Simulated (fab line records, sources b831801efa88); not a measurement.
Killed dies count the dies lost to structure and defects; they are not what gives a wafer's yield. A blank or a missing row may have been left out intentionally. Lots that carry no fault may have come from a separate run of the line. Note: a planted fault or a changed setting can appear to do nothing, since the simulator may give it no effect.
What tool caused it? / flow sky130 / 24 lots, 72 wafers sampled, at 1 step of a route of 708

WHAT EACH GAUGE READ, for each wafer
SKY_POLY_GATE_THK_MEAS_04.
lot=L074; measured=day 14 20:25; on=filmMetro-01; POLY_GATE_CVD_03_THK (nm)=74.8 75.2 74.9
lot=L075; measured=day 15 05:08; on=filmMetro-02; POLY_GATE_CVD_03_THK (nm)=73.9 74.8 74.5
lot=L076; measured=day 15 15:16; on=filmMetro-01; POLY_GATE_CVD_03_THK (nm)=75.2 75.5 74.6
lot=L077; measured=day 17 07:59; on=filmMetro-02; POLY_GATE_CVD_03_THK (nm)=74.8 74.8 74.6
lot=L079; measured=day 17 20:55; on=filmMetro-02; POLY_GATE_CVD_03_THK (nm)=74.9 74.4 74.6
lot=L078; measured=day 18 02:16; on=filmMetro-02; POLY_GATE_CVD_03_THK (nm)=75.7 75.4 74.8
lot=L080; measured=day 18 05:23; on=filmMetro-02; POLY_GATE_CVD_03_THK (nm)=74.6 75.0 75.1
lot=L081; measured=day 18 14:16; on=filmMetro-02; POLY_GATE_CVD_03_THK (nm)=74.8 74.7 74.4
lot=L082; measured=day 18 19:41; on=filmMetro-04; POLY_GATE_CVD_03_THK (nm)=75.0 75.0 75.0
lot=L084; measured=day 18 22:05; on=filmMetro-02; POLY_GATE_CVD_03_THK (nm)=74.1 74.2 74.2
lot=L083; measured=day 18 22:08; on=filmMetro-01; POLY_GATE_CVD_03_THK (nm)=75.7 75.6 75.6
lot=L086; measured=day 19 17:06; on=filmMetro-01; POLY_GATE_CVD_03_THK (nm)=74.6 74.6 75.1
lot=L085; measured=day 19 22:42; on=filmMetro-01; POLY_GATE_CVD_03_THK (nm)=74.6 74.2 74.5
lot=L087; measured=day 20 01:41; on=filmMetro-04; POLY_GATE_CVD_03_THK (nm)=73.8 74.5 74.5
lot=L088; measured=day 20 08:57; on=filmMetro-01; POLY_GATE_CVD_03_THK (nm)=75.3 74.9 75.7
lot=L089; measured=day 20 17:42; on=filmMetro-01; POLY_GATE_CVD_03_THK (nm)=74.2 74.5 73.7
lot=L090; measured=day 20 22:09; on=filmMetro-01; POLY_GATE_CVD_03_THK (nm)=74.5 74.6 74.3
lot=L091; measured=day 21 04:40; on=filmMetro-04; POLY_GATE_CVD_03_THK (nm)=76.7 76.3 76.8
lot=L092; measured=day 21 14:23; on=filmMetro-02; POLY_GATE_CVD_03_THK (nm)=76.0 75.3 75.6
lot=L093; measured=day 21 21:25; on=filmMetro-01; POLY_GATE_CVD_03_THK (nm)=75.3 75.3 75.3
lot=L094; measured=day 22 13:31; on=filmMetro-04; POLY_GATE_CVD_03_THK (nm)=74.9 74.4 75.4
lot=L095; measured=day 22 19:30; on=filmMetro-04; POLY_GATE_CVD_03_THK (nm)=74.8 75.5 75.5
lot=L096; measured=day 22 23:47; on=filmMetro-02; POLY_GATE_CVD_03_THK (nm)=75.7 75.4 76.2
lot=L097; measured=day 23 09:45; on=filmMetro-02; POLY_GATE_CVD_03_THK (nm)=76.4 76.4 75.7

WHICH TOOL RAN EACH LOT (tool, then ch and the chambers of the sampled wafers, then the start)
There is no process step in the record ahead of these readings.

AS READ BY THE TOOLS THEMSELVES (means over the sampled wafers that have a number; for cases with no such wafer, the mark the record gives instead)
The record holds no such reading with a usual standard deviation.

THE ANSWER, worked out from the rows above alone
Rule: usual is defined by the lots themselves. Put in order of their means at a reading, lots are off if they are a third of the lots or fewer, leave a main group of 4 or more, and stand apart from it by a gap of 3 or more times the standard deviation of the main group's means; of several such gaps the widest counts. A main group is skipped when, at the precision printed for the reading in the tables above, its means are all equal. Also off: a lot with no number at a reading for which 4 or more lots have one. All remaining lots with rows at the step are treated as sound. First the gauges in route order, then the tools' own readings, where a lot's mean is used as printed above. At the first step where some lot is off, the reading lying furthest off is the one used; lots without a number count as furthest.
No lot is off at any reading shown: from this, nothing can be told.

WHAT THE SIMULATOR HAD INSERTED
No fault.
